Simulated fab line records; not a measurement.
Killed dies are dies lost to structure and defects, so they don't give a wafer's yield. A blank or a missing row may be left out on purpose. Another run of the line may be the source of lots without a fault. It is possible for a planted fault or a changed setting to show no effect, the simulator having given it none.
Problem report, 8D (eight disciplines) form, completed by code	flow sky130	the parts of the form that need people (team, actions taken, sign-off) are left out

== 1. PROBLEM STATEMENT ==
Wafers free of any fault read 6.89 ohm/sq (standard deviation 0.058) for CAPM_TIN_RS at SKY_CAPM_RS_MEAS_03, against a mean of 9.87 ohm/sq on 2 wafers of 2 lots. Relative to the usual mean, that is a shift of +51 standard deviations.
The step: measures by four-point-probe.
First seen on wafer L965.3, day 40 17:50, on filmMetro-04. At this step, 30 wafers from 10 lots have a number in the record. Rule for "out", or "out of limits": more than 4 standard deviations from the usual mean. The other wafers with a number count as sound.

== 2. WHAT THIS IS AND IS NOT ==
question	is	is not
which readings at this step	CAPM_TIN_RS	-
which lots	L965, L966	L953, L955, L956, L957, L971, L972, L973, L974
which wafers of those lots	L965.3, L966.3	L965.4, L965.5, L966.1, L966.4
read on which gauges	filmMetro-04	filmMetro-02, filmMetro-03
when	from day 40 17:50	up to then (14 sound wafers); but 14 sound wafers of L966, L971, L972, L973, L974 came after

== 3. SUSPECTS, AND WHAT RULES EACH OUT ==
Counting: a tool at a process step up to the reading stays a suspect if it ran every lot that is out. Sound lots after the first of them don't rule it out here, since some wafers of a struck lot are sound.
- ruled out: the gauge at SKY_CAPM_RS_MEAS_03. All the wafers that are out were read on filmMetro-04, but those of them that SKY_CAPM_METAL_ETCH_13 has rows for are out there too, on other tools.
- pvdSputter-03 at SKY_CAPM_SPUTTER_02 (material TiN, target thk 200 nm, time 166.7 s): kept. It ran every lot that is out, first L965 (day 40 17:41).
After counting, what remains is pvdSputter-03 at SKY_CAPM_SPUTTER_02.

== 4. THE CAUSE (what the simulator had put in) ==
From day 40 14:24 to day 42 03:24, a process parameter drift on pvdSputter-03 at SKY_CAPM_SPUTTER_02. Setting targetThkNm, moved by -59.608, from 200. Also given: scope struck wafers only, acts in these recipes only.
Counting left only this tool.

== 5. SEQUENCE OF EFFECTS, ordered by route ==
One row per reading whose mean, taken over the struck wafers that have a number, lies over 3 standard deviations from the usual. Only readings for which the record gives a usual standard deviation are gone through. hours: the time from each lot's start at the first step in this table that gives one to its start at this step, as a median over the lots. sigmas: the change in usual standard deviations.
hours	step	reading	usual	on struck wafers	change	sigmas
0	SKY_CAPM_RS_MEAS_03	CAPM_TIN_RS	6.89 ohm/sq	9.87	+2.98	+51
0	SKY_CAPM_THK_MEAS_04	CAPM_TIN_THK	200.6 nm	142.1	-58.5	-32
23	SKY_CAPM_METAL_ETCH_13	oesProductAu	0.942 a.u.	0.774	-0.168	-28
23	SKY_CAPM_METAL_ETCH_13	throttleValvePct	21.901 %	22.010	+0.109	+11
It contains these process steps:
- SKY_CAPM_METAL_ETCH_13: etches TiN in Cl2/BCl3, stops on SiO2, target depth 220 nm, time 62.9 s.

== 6. WHAT WOULD HAVE CAUGHT IT SOONER ==
Counted from the fault's start at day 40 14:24, it took 3 hours until the first out-of-limits reading at a measuring or inspecting step in this record, taken at day 40 17:50.
Of the tool readings at SKY_CAPM_SPUTTER_02 for which the record gives a usual standard deviation, none was out on any struck wafer, so an alarm limit of 4 standard deviations on them would not have fired.
Lots out: 2; of these, L966 started SKY_CAPM_SPUTTER_02 on pvdSputter-03 after day 40 17:50. A hold on the tool at that time would have spared it.
